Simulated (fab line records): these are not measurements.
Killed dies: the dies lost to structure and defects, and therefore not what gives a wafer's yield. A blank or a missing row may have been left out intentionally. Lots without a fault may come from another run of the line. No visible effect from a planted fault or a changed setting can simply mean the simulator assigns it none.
Which of the tools did it? ; flow sky130 ; Sampling: 11 lots, 33 wafers, 3 of 708 route steps

WHAT THE GAUGES READ, wafer by wafer
SKY_VIA1_THK_MEAS_01.
lot;measured;on;VIA1_HDPCVD_THK (nm)
L430;day 35 01:05;filmMetro-03;1006 1013 1004
L431;day 35 18:05;filmMetro-02;1023 1005 1034
L432;day 35 06:28;filmMetro-01;1036 1025 1036
L433;day 36 03:02;filmMetro-03;1038 1036 1034
L435;day 36 16:21;filmMetro-02;1026 1010 1021
L437;day 37 21:16;filmMetro-03;1012 1023 1023
L438;day 37 21:37;filmMetro-02;782 783 783
L440;day 37 20:46;filmMetro-02;1019 1033 1038
L439;day 38 01:28;filmMetro-02;1025 1035 1026
L442;day 37 22:24;filmMetro-03;767 781 761
L448;day 39 14:54;filmMetro-03;1009 1020 1022

WHAT TOOL EACH LOT RAN ON (gives the tool, then ch and the chambers of the sampled wafers, and finally the start)
lot;SKY_VT_ADJUST_HVTR_STRIP_10;SKY_VIA1_HDPCVD_00
L430;plasmaAsher-04 ch 0,1, day 11 10:00;hdpcvd-01 ch 1,2, day 35 00:58
L431;plasmaAsher-03 ch 1, day 12 02:03;hdpcvd-02 ch 0,2, day 35 17:58
L432;plasmaAsher-04 ch 0,1, day 12 01:27;hdpcvd-02 ch 0,2, day 35 06:22
L433;plasmaAsher-03 ch 1, day 12 14:21;hdpcvd-02 ch 0,2, day 36 02:55
L435;plasmaAsher-01 ch 0,1, day 13 01:48;hdpcvd-02 ch 0,1,2, day 36 16:14
L437;plasmaAsher-04 ch 0,1, day 13 06:14;hdpcvd-01 ch 0,2, day 37 21:07
L438;plasmaAsher-04 ch 0,1, day 13 09:44;hdpcvd-02 ch 1,2, day 37 21:28
L440;plasmaAsher-03 ch 0,1, day 13 12:33;hdpcvd-02 ch 0,1,2, day 37 20:40
L439;plasmaAsher-04 ch 0,1, day 13 13:48;hdpcvd-01 ch 0,1, day 38 01:21
L442;plasmaAsher-03 ch 0,1, day 14 01:35;hdpcvd-02 ch 0,2, day 37 22:16
L448;plasmaAsher-03 ch 0,1, day 15 22:09;hdpcvd-01 ch 1,2, day 39 14:47
- SKY_VT_ADJUST_HVTR_STRIP_10: strips in O2/N2.
- SKY_VIA1_HDPCVD_00: deposits SiO2, target thk 1030 nm, time 171.7 s.

THE ANSWER, worked out from the rows above alone
Rule: what is usual is taken from the lots themselves. Put in order of their means at a reading, lots are off if they are a third of the lots or fewer, leave a main group of 4 or more, and stand apart from it by a gap of 3 or more times the standard deviation of the main group's means; of several such gaps the widest counts. A main group is skipped when, at the precision printed for the reading in the tables above, its means are all equal. Also off: a lot with no number at a reading for which 4 or more lots have one. Where the step has rows for the other lots, those lots are counted as sound.
Off: at SKY_VIA1_THK_MEAS_01 (VIA1_HDPCVD_THK), L438, L442. Mean 1023 nm and standard deviation 8.4 in the main group.
If a tool, at a process step before that reading, ran all the lots that are off and no sound lot after the first of them, it fits. The gauges at SKY_VIA1_THK_MEAS_01 are tried like those tools. One fits: SKY_VIA1_HDPCVD_00 on hdpcvd-02. Its last sound lot is L440 (day 37 20:40), its first lot that is off L438 (day 37 21:28): a fault that began between those two fits.

WHAT THE SIMULATOR HAD PUT IN
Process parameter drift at SKY_VIA1_HDPCVD_00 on hdpcvd-02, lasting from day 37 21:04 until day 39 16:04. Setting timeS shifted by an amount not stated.
Shown lots that were struck: L438, L442. The same result came from the rule above.
